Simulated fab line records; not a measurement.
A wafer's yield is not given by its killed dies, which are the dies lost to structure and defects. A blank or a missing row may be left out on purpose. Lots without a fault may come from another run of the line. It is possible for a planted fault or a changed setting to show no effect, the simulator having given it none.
fab line records	flow gf180mcu
[record] lots = 5	wafers = 14	lastDay = 34
route steps=602 shown M3@421 V3@429 M4@456
lots untouched by any fault: they come from a run of this same line in which no faults occurred
startH: start of the lot's first displayed wafer, in hours after the record's first day	waitH: how many hours have passed since the lot's step before this one	" same as the row above	L1.1+2: several wafers, shown together as one row	- either no value or no given start	* or withheld: withheld	< > ~ a bound
route shown NAME@n: names a module that has steps shown in the file, with the first one's number in the route	usual: average and standard deviation across the fault-free wafers	same: alike in all rows	chamber/n: place in a boat	sites: per-site readings	_std_site: how widely they spread, as a standard deviation	_edge_site: mean of outer sites minus mean of inner sites	radiusMm: how far each site lies from the wafer's centre	mask NAME#n: copy n	behind: the tool/chamber that last shaped the wafer	hold: what put the lot on hold/how long, in hours/how the hold closed	device: the transistor (n, p or np) that didn't switch	end of line: the tests these same wafers got at the end of their route	a step given without rows: its recipe and nothing more	killed: dies lost to structure and defects at the first sort, not the wafer's yield	map: dies across one wafer; x = killed, . = not, _ = none there
set.NAME: the setting the step ran with; set.NAME@STEP: the setting that earlier step ran with	model.NAME: the simulator's own value behind a step, which no gauge read
a table for each step, a row for each wafer; lots at some steps of the route
services: a tool's chamber out of use, with start hour (startH, from the record's first day; less than 0 if before it), hours out, and reason
[[steps]]
[step GF_M3_PEB_12]
[recipe] pebTempC = 135	pebTimeS = 90	resist = KrF
[step GF_M3_DEVELOP_13]
[recipe] developTimeS = 60	devTempC = 21
[step GF_M3_CD_MEAS_14]
[recipe] targetCdNm = 280
[usual] cdNm = 280.2/1.3
lot.wafer	tool	chamber	startH	waitH	cdNm
L558.1	cdSem-01	-	483.63	0.1	280.1
L558.3	"	-	"	"	279.8
L558.4	"	-	"	"	279.5
L561.2	cdSem-01	-	510.74	0.1	279.3
L561.3	"	-	"	"	280.0
L561.4	"	-	"	"	280.0
L564.2	cdSem-02	-	541.54	0.1	279.7
L564.4	"	-	"	"	280.8
L564.5	"	-	"	"	280.6
L568.1	cdSem-02	-	576.04	0.1	278.9
L568.5	"	-	"	"	278.9
L568.6	"	-	"	"	277.8
L577.3	cdSem-01	-	652.68	0.1	279.1
L577.5	"	-	"	"	279.1
[step GF_M3_OVL_MEAS_15]
[usual] M3_OVL = 1/6.4
lot.wafer	tool	chamber	startH	waitH	M3_OVL[nm]
L558.1	overlay-01	-	483.75	0.1	1
L558.3	"	-	"	"	-2
L558.4	"	-	"	"	-2
L561.2	overlay-01	-	510.84	0.1	4
L561.3	"	-	"	"	1
L561.4	"	-	"	"	4
L564.2	overlay-01	-	541.64	0.1	-3
L564.4	"	-	"	"	0
L564.5	"	-	"	"	-2
L568.1	overlay-02	-	576.16	0.1	-4
L568.5	"	-	"	"	-3
L568.6	"	-	"	"	-3
L577.3	overlay-02	-	652.77	0.1	-9
L577.5	"	-	"	"	-10
[step GF_M3_METAL_ETCH_16]
[recipe] chemistry = Cl2/BCl3	maskMaterial = KrF	targetDepthNm = 750.8	stopOn = SiO2	pressureMtorr = 8	icpW = 800	biasW = 140	Cl2_flow_sccm = 80	bcl3FlowSccm = 40	timeS = 125.1
[step GF_M3_STRIP_17]
[recipe] chemistry = O2/N2	powerW = 1400	pressureMtorr = 1500	platenTempC = 250	o2FlowSccm = 3000	n2FlowSccm = 300	overashFraction = 0.5
[step GF_M3_STRIP_18]
[recipe] chemistry = postEtchResidueRemover	timeS = 1200	tempC = 72.5
[step GF_M3_CLEAN_19]
[recipe] chemistry = DIW	dry = n2Spin
[step GF_V3_CVD_00]
[recipe] material = SiO2	targetThkNm = 600	sigmaOpenFrac = 0.3	tempC = 400	timeS = 100	sih4FlowSccm = 60	pressureMtorr = 6
[step GF_V3_THK_MEAS_01]
[recipe] reads = SiO2_of_V3_CVD_00
[usual] V3_CVD_00_THK = 600/4.8
lot.wafer	tool	chamber	startH	waitH	V3_CVD_00_THK[nm]
L558.1	filmMetro-03	-	484.53	0.0	601
L558.3	"	-	"	"	593
L558.4	"	-	"	"	589
L561.2	filmMetro-01	-	511.62	0.0	598
L561.3	"	-	"	"	604
L561.4	"	-	"	"	601
L564.2	filmMetro-03	-	542.55	0.0	594
L564.4	"	-	"	"	602
L564.5	"	-	"	"	596
L568.1	filmMetro-01	-	576.94	0.0	596
L568.5	"	-	"	"	601
L568.6	"	-	"	"	601
L577.3	filmMetro-02	-	653.89	0.1	598
L577.5	"	-	"	"	601
[step GF_V3_CVD_02]
[recipe] material = SiO2	targetThkNm = 850	precursor = TEOS	tempC = 400	timeS = 94.851	rfW = 600
[usual] heaterPowerW = 667/160
[same] timeS = 94.851
lot.wafer	tool	chamber	startH	waitH	heaterPowerW
L558.1	pecvd-01	1	484.59	0.1	819
L558.3	"	0	"	"	537
L558.4	"	1	"	"	885
L561.2	pecvd-03	1	511.67	0.0	811
L561.3	"	2	"	"	645
L561.4	"	2	"	"	709
L564.2	pecvd-02	2	542.60	0.0	659
L564.4	"	0	"	"	463
L564.5	"	1	"	"	672
L568.1	pecvd-02	0	577.00	0.1	569
L568.5	"	2	"	"	684
L568.6	"	1	"	"	770
L577.3	pecvd-02	0	653.93	0.0	553
L577.5	"	2	"	"	535
[step GF_V3_THK_MEAS_03]
[recipe] reads = SiO2_of_V3_CVD_02
[usual] V3_CVD_02_THK = 846/11
lot.wafer	tool	chamber	startH	waitH	V3_CVD_02_THK[nm]
L558.1	filmMetro-01	-	484.66	0.0	852
L558.3	"	-	"	"	847
L558.4	"	-	"	"	866
L561.2	filmMetro-02	-	511.75	0.0	838
L561.3	"	-	"	"	840
L561.4	"	-	"	"	843
L564.2	filmMetro-02	-	542.68	0.0	847
L564.4	"	-	"	"	854
L564.5	"	-	"	"	858
L568.1	filmMetro-02	-	577.07	0.0	839
L568.5	"	-	"	"	859
L568.6	"	-	"	"	857
L577.3	filmMetro-01	-	654.02	0.1	834
L577.5	"	-	"	"	864
[step GF_V3_CMP_04]
[recipe] material = SiO2	downForcePsi = 4	platenRpm = 60	padVelocityMS = 0.94248
[usual] motorCurrentA = 11.6/1.4	slurryFilterDpKPa = 13.47/0.14	timeToEndpointS = 79/5.4
lot.wafer	tool	chamber	startH	waitH	motorCurrentA	slurryFilterDpKPa	timeToEndpointS	model.SiO2_of_V3_CVD_02.thkNm
L558.3	cmp-02	2	484.72	0.0	10.7	13.32	78	631.9
L558.4	"	3	"	"	11.6	13.55	83	631.9
L558.1	"	1	"	"	9.6	13.36	76	633.1
L561.2	cmp-01	2	511.85	0.1	13.2	13.56	74	632.1
L561.3	"	3	"	"	14.6	13.68	73	632.9
L561.4	"	0	"	"	11.4	13.47	73	632.1
L564.4	cmp-02	0	542.86	0.1	12.9	13.47	84	631.6
L564.2	"	2	"	"	11.1	13.43	80	630.3
L564.5	"	0	"	"	12.4	13.38	85	631.5
L568.1	cmp-02	2	577.23	0.1	11.3	13.32	76	633.3
L568.5	"	0	"	"	12.0	13.54	83	632.6
L568.6	"	1	"	"	9.0	13.67	85	633.1
L577.3	cmp-01	1	654.11	0.1	11.8	13.57	78	631.2
L577.5	"	0	"	"	11.6	13.63	64	695.6
[step GF_V3_BOW_MEAS_05]
[recipe] mode = bow
[usual] V3_BOW = 119/7.5
lot.wafer	tool	chamber	startH	waitH	V3_BOW[um]
L558.1	filmMetro-01	-	485.02	0.1	116
L558.3	"	-	"	"	109
L558.4	"	-	"	"	123
L561.2	filmMetro-03	-	512.12	0.2	95
L561.3	"	-	"	"	129
L561.4	"	-	"	"	114
L564.2	filmMetro-01	-	543.13	0.1	119
L564.4	"	-	"	"	115
L564.5	"	-	"	"	123
L568.1	filmMetro-01	-	577.43	0.1	119
L568.5	"	-	"	"	121
L568.6	"	-	"	"	101
L577.3	filmMetro-03	-	654.40	0.2	119
L577.5	"	-	"	"	118
[step GF_V3_DEHYDRATE_06]
[recipe] tempC = 200	timeS = 60
[step GF_V3_HMDS_07]
[recipe] primeTimeS = 60	primeTempC = 120
[step GF_V3_COAT_08]
[recipe] resist = BARC	tempC = withheld	timeS = withheld	spinRpm = withheld	resistThkNm = withheld
[step GF_V3_COAT_09]
[recipe] resist = KrF	spinRpm = withheld	resistThkNm = 1000
[step GF_V3_SOFTBAKE_10]
[recipe] tempC = 130	timeS = 60	resist = KrF
[step GF_V3_EXPOSE_11]
[recipe] maskId = Via3	targetCdNm = 260	na = 0.68	sourceShape = conventional	sigmaOuter = 0.6	doseMj = 38
[step GF_V3_PEB_12]
[recipe] pebTempC = 135	pebTimeS = 90	resist = KrF
[step GF_V3_DEVELOP_13]
[recipe] developTimeS = 60	resist = KrF	devTempC = 21
[step GF_V3_CD_MEAS_14]
[recipe] targetCdNm = 260
[usual] cdNm = 259.7/1.3
lot.wafer	tool	chamber	startH	waitH	cdNm
L558.1	cdSem-01	-	508.24	0.1	259.4
L558.3	"	-	"	"	258.4
L558.4	"	-	"	"	259.1
L561.2	cdSem-02	-	534.56	0.1	258.6
L561.3	"	-	"	"	257.9
L561.4	"	-	"	"	258.1
L564.2	cdSem-02	-	565.23	0.1	260.7
L564.4	"	-	"	"	260.5
L564.5	"	-	"	"	260.4
L568.1	cdSem-02	-	598.68	0.1	259.1
L568.5	"	-	"	"	260.1
L568.6	"	-	"	"	260.8
L577.3	cdSem-02	-	673.60	0.1	258.8
L577.5	"	-	"	"	258.1
[step GF_V3_OVL_MEAS_15]
[usual] V3_OVL = 2/5.7
lot.wafer	tool	chamber	startH	waitH	V3_OVL[nm]
L558.1	overlay-01	-	508.36	0.1	4
L558.3	"	-	"	"	7
L558.4	"	-	"	"	-6
L561.2	overlay-02	-	534.67	0.1	0
L561.3	"	-	"	"	1
L561.4	"	-	"	"	5
L564.2	overlay-02	-	565.34	0.1	7
L564.4	"	-	"	"	6
L564.5	"	-	"	"	7
L568.1	overlay-01	-	598.80	0.1	-1
L568.5	"	-	"	"	-2
L568.6	"	-	"	"	9
L577.3	overlay-01	-	673.69	0.1	-4
L577.5	"	-	"	"	-4
[step GF_V3_ETCH_16]
[recipe] chemistry = N2/H2	targetDepthA = withheld	overetchA = withheld	timeS = withheld	target = BARC	ionEnergyEv = 200	sourceW = 500	biasW = 100	pressureMtorr = 30	n2FlowSccm = 100	h2FlowSccm = 200
[usual] drypumpMotorCurrentA = 5.8/0.34	h2FlowSccm = 200.0/0.63	oesProductAu = 0.855/0.0048	throttleValvePct = 13.225/0.0099
lot.wafer	tool	chamber	startH	waitH	drypumpMotorCurrentA	h2FlowSccm	oesProductAu	throttleValvePct
L558.1	rieDiel-02	2	508.40	0.0	5.7	200.8	0.852	13.224
L558.3	"	1	"	"	6.0	200.6	0.850	13.237
L558.4	"	3	"	"	5.6	199.7	0.848	13.224
L561.2	rieDiel-01	3	534.70	0.0	6.2	200.5	0.857	13.234
L561.3	"	1	"	"	6.1	201.6	0.852	13.225
L561.4	"	2	"	"	5.3	199.7	0.859	13.240
L564.2	rieDiel-02	1	565.37	0.0	6.0	200.6	0.853	13.212
L564.4	"	3	"	"	5.6	199.5	0.853	13.222
L564.5	"	3	"	"	5.6	200.4	0.854	13.258
L568.1	rieDiel-04	3	598.83	0.0	6.0	200.4	0.845	13.211
L568.5	"	2	"	"	5.5	199.6	0.860	13.231
L568.6	"	1	"	"	6.3	199.6	0.856	13.216
L577.3	rieDiel-01	2	673.71	0.0	5.3	199.4	0.847	13.229
L577.5	"	2	"	"	5.4	199.3	0.848	13.228
[step GF_V3_ETCH_17]
[recipe] chemistry = C4F8/O2/Ar	maskMaterial = KrF	target = SiO2	stopOn = TiN	sourceW = 1500	biasW = 1200	pressureMtorr = 40	c4f8FlowSccm = withheld	O2_flow_sccm = 6	Ar_flow_sccm = 300	timeS = withheld	targetDepthA = 6350
[usual] oesProductAu = 0.856/0.0039
lot.wafer	tool	chamber	startH	waitH	oesProductAu	model.V3.featureDepthNm	model.etch.depthNm
L558.1	rieDiel-02	2	-	-	0.866	633.1	633.1
L558.3	"	1	"	"	0.855	631.9	631.9
L558.4	"	3	"	"	0.856	631.9	631.9
L561.2	rieDiel-01	3	-	-	0.852	632.1	632.1
L561.3	"	1	"	"	0.860	632.9	632.9
L561.4	"	2	"	"	0.861	632.1	632.1
L564.2	rieDiel-02	1	-	-	0.857	630.3	630.3
L564.4	"	3	"	"	0.855	631.6	631.6
L564.5	"	3	"	"	0.861	631.5	631.5
L568.1	rieDiel-04	3	-	-	0.855	633.3	633.3
L568.5	"	2	"	"	0.854	632.6	632.6
L568.6	"	1	"	"	0.850	633.1	633.1
L577.3	rieDiel-01	2	-	-	0.857	631.2	631.2
L577.5	"	2	"	"	0.904	695.6	695.6
[step GF_V3_STRIP_18]
[recipe] chemistry = O2/N2	powerW = 1400	pressureMtorr = 1500	platenTempC = 250	o2FlowSccm = 3000	n2FlowSccm = 300	overashFraction = 0.5
[step GF_V3_STRIP_19]
[recipe] chemistry = postEtchResidueRemover	timeS = 1200	tempC = 72.5
[step GF_V3_CLEAN_20]
[recipe] chemistry = DIW	dry = n2Spin
[step GF_V3_SPUTTER_21]
[recipe] material = Ti	targetThkNm = 15	chamberPressurePa = 5	powerW = 2500	substrateTempC = 200	timeS = 80.02
[step GF_V3_SPUTTER_22]
[recipe] material = TiN	targetThkNm = 10	chamberPressurePa = 5	powerW = 4000	timeS = 40
[usual] cathodeDcPowerW = 4000.1/0.77	chamberPressurePa = 5.000/0.011	throttleValvePct = 29.8/1
[same] timeS = 40
lot.wafer	tool	chamber	startH	waitH	cathodeDcPowerW	chamberPressurePa	throttleValvePct
L558.1	pvdSputter-02	-	509.16	0.0	3998.6	4.980	29.9
L558.3	"	-	"	"	4000.4	4.997	31.3
L558.4	"	-	"	"	3999.5	5.019	28.3
L561.2	pvdSputter-02	-	535.42	0.0	3999.9	5.007	28.5
L561.3	"	-	"	"	4001.6	5.009	28.8
L561.4	"	-	"	"	4000.8	4.996	31.4
L564.2	pvdSputter-02	-	566.10	0.0	3999.8	4.980	30.9
L564.4	"	-	"	"	3998.7	5.007	28.6
L564.5	"	-	"	"	3999.9	4.994	29.7
L568.1	pvdSputter-03	-	599.56	0.0	3997.7	4.999	31.2
L568.5	"	-	"	"	4001.2	4.996	28.9
L568.6	"	-	"	"	3999.6	5.006	31.1
L577.3	pvdSputter-04	-	674.44	0.0	3999.6	4.978	29.0
L577.5	"	-	"	"	4001.5	5.006	28.9
[step GF_V3_CVD_23]
[recipe] material = W	targetThkNm = 350	timeS = 104.9	tempC = 400	pressureTorr = 40
[usual] heaterPowerW = 816/80
[same] timeS = 104.9
lot.wafer	tool	chamber	startH	waitH	heaterPowerW
L558.1	cvdW-02	0	509.20	0.0	870
L558.3	"	1	"	"	912
L558.4	"	0	"	"	871
L561.2	cvdW-01	1	535.46	0.0	822
L561.3	"	1	"	"	825
L561.4	"	0	"	"	687
L564.2	cvdW-01	0	566.14	0.0	680
L564.4	"	1	"	"	833
L564.5	"	0	"	"	703
L568.1	cvdW-01	0	599.60	0.0	682
L568.5	"	1	"	"	816
L568.6	"	0	"	"	713
L577.3	cvdW-02	1	674.51	0.1	923
L577.5	"	0	"	"	894
[step GF_V3_RS_MEAS_24]
[recipe] thkMeasGauge = four-point-probe	reads = W_of_V3_CVD_23+TiN_of_V3_SPUTTER_22+Ti_of_V3_SPUTTER_21
[usual] V3_W_RS = 0.326/0.0071
lot.wafer	tool	chamber	startH	waitH	V3_W_RS[ohm/sq]
L558.1	filmMetro-01	-	509.31	0.1	0.327
L558.3	"	-	"	"	0.327
L558.4	"	-	"	"	0.330
L561.2	filmMetro-01	-	535.59	0.1	0.311
L561.3	"	-	"	"	0.312
L561.4	"	-	"	"	0.321
L564.2	filmMetro-01	-	566.27	0.1	0.332
L564.4	"	-	"	"	0.322
L564.5	"	-	"	"	0.331
L568.1	filmMetro-02	-	599.72	0.1	0.328
L568.5	"	-	"	"	0.318
L568.6	"	-	"	"	0.328
L577.3	filmMetro-02	-	674.63	0.1	0.336
L577.5	"	-	"	"	0.332
[step GF_V3_THK_MEAS_25]
[recipe] thkMeasGauge = xrf	reads = W_of_V3_CVD_23
[usual] V3_W_THK = 356/9.3
lot.wafer	tool	chamber	startH	waitH	V3_W_THK[nm]
L558.1	filmMetro-01	-	509.43	0.1	350
L558.3	"	-	"	"	351
L558.4	"	-	"	"	347
L561.2	filmMetro-01	-	535.70	0.1	371
L561.3	"	-	"	"	371
L561.4	"	-	"	"	357
L564.2	filmMetro-01	-	566.38	0.1	344
L564.4	"	-	"	"	351
L564.5	"	-	"	"	346
L568.1	filmMetro-02	-	599.84	0.1	357
L568.5	"	-	"	"	366
L568.6	"	-	"	"	357
L577.3	filmMetro-02	-	674.73	0.1	347
L577.5	"	-	"	"	351
[step GF_V3_CMP_26]
[recipe] stopOn = SiO2	downForcePsi = 3.5	platenRpm = 60	tOverpolishS = 15	targetThkNm = 0	padVelocityMS = 0.94248
[usual] motorCurrentA = 10.8/1.2	slurryFilterDpKPa = 13.51/0.13
lot.wafer	tool	chamber	startH	waitH	motorCurrentA	slurryFilterDpKPa	model.SiO2_of_V3_CVD_02.thkNm
L558.1	cmp-02	2	509.49	0.1	10.2	13.32	629.3
L558.3	"	3	"	"	10.2	13.38	628.1
L558.4	"	1	"	"	8.9	13.55	628.1
L561.3	cmp-01	3	536.02	0.3	12.6	13.45	629.1
L561.2	"	1	"	"	11.1	13.38	628.4
L561.4	"	2	"	"	11.2	13.67	628.3
L564.4	cmp-01	1	566.43	0.0	11.1	13.76	627.8
L564.2	"	0	"	"	10.1	13.46	626.5
L564.5	"	1	"	"	11.0	13.69	627.7
L568.1	cmp-02	2	599.95	0.1	10.4	13.46	629.5
L568.5	"	1	"	"	8.6	13.53	628.8
L568.6	"	2	"	"	9.9	13.58	629.3
L577.3	cmp-02	2	674.82	0.1	9.7	13.45	627.4
L577.5	"	2	"	"	10.3	13.61	691.9
[step GF_M4_SPUTTER_00]
[recipe] material = Ti	targetThkNm = 37.5	arrivingIonEnergyEv = 80	substrateTempC = 200	chamberPressurePa = 2	powerW = 4000	timeS = 150
[usual] cathodeDcPowerW = 4000.1/0.67	chamberPressurePa = 2.000/0.0043	throttleValvePct = 29.9/1
[same] timeS = 150
lot.wafer	tool	chamber	startH	waitH	cathodeDcPowerW	chamberPressurePa	throttleValvePct
L558.1	pvdSputter-03	-	509.79	0.2	3999.8	1.998	29.3
L558.3	"	-	"	"	3999.4	2.001	28.8
L558.4	"	-	"	"	4000.0	2.000	29.0
L561.2	pvdSputter-01	-	536.32	0.1	3999.1	2.006	28.6
L561.3	"	-	"	"	4001.7	1.996	29.9
L561.4	"	-	"	"	4001.3	2.003	31.6
L564.2	pvdSputter-04	-	566.73	0.1	3999.2	2.000	29.3
L564.4	"	-	"	"	3999.3	1.998	29.2
L564.5	"	-	"	"	4000.6	2.001	29.2
L568.1	pvdSputter-03	-	600.20	0.2	4000.5	2.002	29.1
L568.5	"	-	"	"	4000.0	2.004	30.2
L568.6	"	-	"	"	4000.1	1.999	28.8
L577.3	pvdSputter-03	-	675.07	0.2	3999.9	1.996	30.8
L577.5	"	-	"	"	4000.6	1.997	30.4
[[services]]
tool	chamber	startH	hours	kind
pvdSputter-03	-	483.00	1.1	repair
cmp-01	-	486.87	0.6	repair
rieDiel-01	2	494.70	10.0	repair
pvdSputter-03	-	516.40	0.7	repair
cmp-02	-	520.70	6.5	pm
pvdSputter-02	-	522.85	1.7	repair
cmp-02	-	527.49	10.8	pm
pvdSputter-03	-	532.08	1.2	repair
cmp-02	-	538.98	1.6	repair
cmp-01	-	540.60	4.4	pm
rieDiel-02	0	556.39	5.3	repair
pecvd-02	-	560.54	1.6	repair
pvdSputter-03	-	570.37	10.8	repair
cmp-02	-	572.25	4.0	pm
cmp-02	-	590.29	1.5	repair
cmp-01	-	597.85	6.1	pm
rieDiel-01	1	610.16	13.2	repair
rieDiel-02	3	620.33	8.1	repair
cmp-02	-	620.96	1.1	repair
cmp-01	-	635.94	0.5	repair
cvdW-01	-	639.48	0.8	repair
rieDiel-02	2	652.52	7.8	repair
cmp-02	-	655.86	0.8	repair
rieDiel-02	-	659.01	0.4	repair
[[key]]
[firstSign] step = GF_V3_ETCH_17	reading = oesProductAu	direction = up	sigmas = 12	usual = 0.856	struck = 0.904
effect none on later readings
[modelEffect] step = GF_V3_CMP_04	value = SiO2_of_V3_CVD_02.thkNm	without = 632.4	struck = 695.6
[modelEffect] step = GF_V3_ETCH_17	value = V3.featureDepthNm	without = 632.4	struck = 695.6
[modelEffect] step = GF_V3_CMP_26	value = SiO2_of_V3_CVD_02.thkNm	without = 628.6	struck = 691.9
metAt GF_V3_CMP_04
struckWafers L577.5
sortLeftOut L577.5
onsetBetween 511.85 654.11
[fault] kind = processParameterDrift	tool = cmp-01	chamber = -	onsetH = 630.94	steps = GF_V3_CMP_04	channel = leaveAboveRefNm	offset = 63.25	shape = step	endH = 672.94	scope = struckWafersOnly	actsIn = theseRecipesOnly	stated = 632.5
// sortLeftOut: the simulated sort isn't trusted on such a fault, so these wafers' sort isn't shown, and their yield isn't known
